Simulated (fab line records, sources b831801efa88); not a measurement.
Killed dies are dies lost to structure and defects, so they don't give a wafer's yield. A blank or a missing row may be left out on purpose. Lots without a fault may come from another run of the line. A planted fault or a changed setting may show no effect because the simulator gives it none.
Chamber matching | flow sky130 | SKY_VIA3_CMP_24 on cmp-02: 4 sister chambers
The step polishes, stops on SiO2, t overpolish 20 s, target thk 0 nm. 8 wafers are shown with their chamber, then 9 later ones without.

WAFERS WITH THEIR CHAMBER
wafer  | chamber | motor_current_A (A) | time_to_endpoint_s (s)
L285.6 | 1       | 10.9                | 94
L286.3 | 0       | 10.1                | 102
L288.2 | 1       | 10.3                | 97
L288.3 | 2       | 12.9                | 101
L288.6 | 3       | 11.2                | 95
L292.3 | 0       | 9.5                 | 96
L292.4 | 3       | 11.1                | 87
L292.5 | 2       | 12.3                | 96

WAFERS WITHOUT THEIR CHAMBER
wafer  | motor_current_A (A) | time_to_endpoint_s (s)
L295.2 | 10.8                | 88
L295.3 | 12.1                | 95
L295.4 | 9.6                 | 99
L296.1 | 11.2                | 93
L296.3 | 11.2                | 88
L296.4 | 12.3                | 94
L299.2 | 10.5                | 92
L299.3 | 10.1                | 94
L299.4 | 11.1                | 88

WHICH CHAMBER EACH WENT THROUGH
wafer  | from the rows above          | in truth
L295.2 | can't be placed: 3 or 1      | 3
L295.3 | can't be placed: 2 or 3      | 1
L295.4 | 0                            | 0
L296.1 | can't be placed: 3 or 1      | 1
L296.3 | can't be placed: 3 or 1      | 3
L296.4 | can't be placed: 2 or 3      | 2
L299.2 | can't be placed: 1 or 3 or 0 | 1
L299.3 | can't be placed: 1 or 0 or 3 | 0
L299.4 | can't be placed: 3 or 1      | 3
Placed correctly: 1 of 9. Can't be placed from these rows: 8 (the true chamber is among the candidates in 7). Placed wrongly: 0.
How it was worked out, from the rows above alone: a wafer's distance from a chamber is the root of the sum, over the readings, of the square of ((its reading less the chamber's mean) divided by the reading's scatter). The wafer belongs to the nearest chamber; if the next one is less than 2 further off, it can't be placed. A chamber's mean is the mean of its shown wafers. The scatter: the root of (the sum of the squares of (reading less its chamber's mean) over the shown wafers, divided by (wafers less chambers)).
